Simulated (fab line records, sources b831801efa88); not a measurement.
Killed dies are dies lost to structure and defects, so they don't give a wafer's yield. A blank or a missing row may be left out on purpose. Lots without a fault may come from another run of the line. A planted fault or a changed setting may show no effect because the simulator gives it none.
A struck lot beside a sound one | flow gf180mcu | 16 steps out of a route of 602
Sound: wafers L739.1, L739.3, L739.6. Struck: wafers L734.2, L734.3, L734.5. The cause comes at the end.
At each step with rows: each side's tool, then ch and its chambers, then its first start. Under that, the readings that differ: sound wafers | struck wafers | difference of the means | sigmas: that difference in standard deviations of wafers without a fault.
alike: readings whose means differ by less than 2 such deviations, and words and numbers that are the same on both sides. not compared: withheld readings, readings that some wafer has no value for, bounds like >300 that may hide the same value, and numbers for which the record gives no deviation and whose values overlap.
The two part at a step that has a row with sigmas, a row that says differs or no value, or rows on one side only. Numbers that don't overlap but have no deviation are shown without sigmas and don't part them. A reading that every wafer of one side lacks parts them only if that side has two wafers or more.

GF_M1_SPUTTER_04: material TiN, target thk 50 nm, time 41.7 s.
  sound on pvd_sputter-04, day 22 23:24; struck on pvd_sputter-02, day 20 20:16
  alike: chamber_pressure_pa, throttle_valve_pct
GF_M1_RS_MEAS_05: measures by four-point-probe.
  sound on film_metro-03, day 22 23:26; struck on film_metro-02, day 20 20:19
  alike: M1_ALCU_RS
GF_M1_THK_MEAS_06: measures by xrf.
  sound on film_metro-03, day 22 23:34; struck on film_metro-02, day 20 20:25
  alike: M1_ALCU_THK
then, 7 steps without rows for these wafers: GF_M1_DEHYDRATE_07 (time 60 s); GF_M1_HMDS_08 (prime time 60 s); GF_M1_COAT_09 (resist thk 1000 nm); GF_M1_SOFTBAKE_10 (time 60 s); GF_M1_EXPOSE_11 (exposes mask Metal1, target cd 230 nm); GF_M1_PEB_12 (peb time 90 s); GF_M1_DEVELOP_13 (develop time 60 s).
GF_M1_CD_MEAS_14: target cd 230 nm.
  sound on cd_sem-02, day 23 21:42; struck on cd_sem-01, day 21 20:29
  alike: cd_nm
GF_M1_OVL_MEAS_15:
  sound on overlay-02, day 23 21:49; struck on overlay-02, day 21 20:35
  alike: M1_OVL
GF_M1_METAL_ETCH_16: etches the open film in Cl2/BCl3, stops on SiO2, target depth 627.5 nm, time 104.6 s.
  sound on rie_metal-01 ch 0,1, day 23 21:51; struck on rie_metal-03 ch 0,1, day 21 20:37
  reading                             | sound                | struck               | difference | sigmas
  rf_fwd_power_W (W)                  | 791.4 797.9 792.3    | 926.1 917.9 919.6    | +127.3     | +45
  throttle_valve_pct (%)              | 28.269 28.260 28.262 | 28.225 28.254 28.244 | -0.023     | -2
  model.KrF_of_M1_COAT_09.thk_nm (nm) | 736.8 732.7 732.5    | 705.6 702.4 701.5    | -30.8      |
  alike: chamber_pressure_mTorr, drypump_motor_current_A, oes_product_au
  not compared: rf_hours_counter_h
GF_M1_STRIP_17: strips in O2/N2.
  sound on plasma_asher-02 ch 1, day 23 21:58; struck on plasma_asher-01 ch 0,1, day 21 20:44
  reading                      | sound             | struck            | difference | sigmas
  oes_product_au (a.u.)        | 0.559 0.558 0.563 | 0.545 0.546 0.536 | -0.018     | -4
  strip_time_to_endpoint_s (s) | 7.89 7.86 7.86    | 7.58 7.56 7.55    | -0.31      | -5
  alike: chamber_pressure_mTorr, drypump_motor_current_A, heater_power_w
  not compared: rf_hours_counter_h
then, 1 step without rows for these wafers: GF_M1_STRIP_18 (strips in post etch residue remover, time 1200 s).
-- the record jumps here: 11 days lie between the struck wafers' starts before and after (it left off in module M1 and takes up again in module PASSIVATION, whose first step shown is number 602 of the route) --
GF_PASSIVATION_PROBE_99:
  the record has rows for the struck wafers here (prober-02, day 32 18:14) and none for the sound ones

WHERE THEY PART
First at GF_M1_METAL_ETCH_16; last, within this record, at GF_PASSIVATION_PROBE_99.

WHY: what the simulator had put in
Process parameter drift: rie_metal-03, from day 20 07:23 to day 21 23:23, at GF_M1_METAL_ETCH_16. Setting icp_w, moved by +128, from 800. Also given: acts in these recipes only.
